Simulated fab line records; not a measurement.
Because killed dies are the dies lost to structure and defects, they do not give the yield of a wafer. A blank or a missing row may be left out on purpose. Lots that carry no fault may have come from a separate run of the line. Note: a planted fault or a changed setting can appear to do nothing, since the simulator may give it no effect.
A lot that was struck, set against a sound lot :: flow sky130 :: 20 steps out of a route of 708
Sound: wafers L838.1, L838.2, L838.5. Wafers L847.2, L847.3, L847.5 were the ones struck. The cause is named last.
Each step with rows lists, per side, the tool, then ch with its chambers, then its first start. Under that, the readings that differ: sound wafers :: struck wafers :: difference of the means :: sigmas: that difference in standard deviations of wafers without a fault.
alike: a reading whose means differ by less than 2 such deviations, as well as words and numbers matching on both sides. not compared: withheld readings; readings where some wafer has no value; bounds like >300 that might hide an equal value; numbers whose values overlap and for which the record gives no deviation.
The two part at a step that has a row with sigmas, a row that says differs or no value, or rows on one side only. Non-overlapping numbers with no deviation appear without sigmas and do not part them. A reading missing from all wafers of one side parts the sides only when that side holds two or more wafers.

first, 6 steps without rows for these wafers: SKY_VT_ADJUST_PCH_HMDS_01 (prime time 60 s); SKY_VT_ADJUST_PCH_COAT_02 (resist thk 3000 nm); SKY_VT_ADJUST_PCH_SOFTBAKE_03; SKY_VT_ADJUST_PCH_EXPOSE_04 (exposes mask NWM, target cd 840 nm); SKY_VT_ADJUST_PCH_PEB_05; SKY_VT_ADJUST_PCH_DEVELOP_06 (develop time 60 s).
SKY_VT_ADJUST_PCH_OVL_MEAS_07:
  sound on overlay-01 at day 12 00:35; struck on overlay-02 at day 14 18:47
  alike: VT_ADJUST_PCH_OVL
following that, these wafers have no rows for 1 step: SKY_VT_ADJUST_PCH_IMPLANT_08.
SKY_VT_ADJUST_PCH_STRIP_09: strips in O2/N2.
  sound on plasma-asher-02 ch 0,1, day 12 00:46; struck on plasma-asher-02 ch 0,1, day 14 18:58
  alike: drypump-motor-current-A, oes-product-au, strip-time-to-endpoint-s
  not compared: rf-hours-counter-h
SKY_VT_ADJUST_PCH_TW_MEAS_10:
  sound on film-metro-02 at day 12 00:53; struck on film-metro-03 at day 14 19:04
reading: VT_ADJUST_PCH_TW
sound: 140.8 140.3 140.4
struck: 144.0 144.9 144.7
difference: +4.0
sigmas: +3
then, 2 steps without rows for these wafers: SKY_SONOS_TUNNEL_DEHYDRATE_00 (time 60 s); SKY_SONOS_TUNNEL_HMDS_01 (prime time 60 s).
SKY_SONOS_TUNNEL_COAT_02: resist thk 1140 nm.
  struck on litho-track-04, day 15 08:03; sound on litho-track-02 ch 0, day 12 11:28
  no value came back on the struck wafers for chill-plate-temp-C (C), dispense-pressure-kPa (kPa), exhaust-pa (Pa), resist-line-temp-C (C); on the sound wafers chill-plate-temp-C (C) reads 23.07 23.01 22.93
then, 4 steps without rows for these wafers: SKY_SONOS_TUNNEL_SOFTBAKE_03 (time 60 s); SKY_SONOS_TUNNEL_EXPOSE_04 (exposes mask TUNM, target cd 410 nm); SKY_SONOS_TUNNEL_PEB_05; SKY_SONOS_TUNNEL_DEVELOP_06 (develop time 60 s).
SKY_SONOS_TUNNEL_CD_MEAS_07 targets a cd of 410 nm.
  sound on cd-sem-01 at day 12 23:55; struck on cd-sem-01 at day 15 22:10
reading: cd-nm (nm)
sound: 409.6 410.5 412.0
struck: - - -
difference: no value on the struck wafers
sigmas: 
SKY_SONOS_TUNNEL_OVL_MEAS_08:
  sound on overlay-01 at day 13 00:02; struck on overlay-01 at day 15 22:16
reading: SONOS_TUNNEL_OVL (nm)
sound: 0.5 2.2 2.0
struck: - - -
difference: no value on the struck wafers
sigmas: 
-- record jumps: 33 days separate the struck wafers' starts on either side; left off in module SONOS_TUNNEL, taken up again in module PAD_OPEN, whose first shown step is the route's number 708 --
SKY_PAD_OPEN_PROBE_99:
  sound on prober-01 at day 47 08:01; struck on prober-02 at day 49 04:17
reading: killed-at-front-end
sound: 18 12 15
struck: 414 416 419
difference: +401
sigmas: +98

reading: killed-dies
sound: 83 88 74
struck: 492 492 492
difference: +410
sigmas: +50

reading: killed-on-rim
sound: 14 17 15
struck: 96 96 96
difference: +81
sigmas: +22
  alike: killed_at_M0_to_M3, killed_at_M4_up, killed-at-contacts, killed-at-other, killed-open, killed-short

## WHERE THEY PART
At SKY_VT_ADJUST_PCH_TW_MEAS_10 first; at SKY_PAD_OPEN_PROBE_99 last (within this record only).

WHY: whatever the simulator had introduced
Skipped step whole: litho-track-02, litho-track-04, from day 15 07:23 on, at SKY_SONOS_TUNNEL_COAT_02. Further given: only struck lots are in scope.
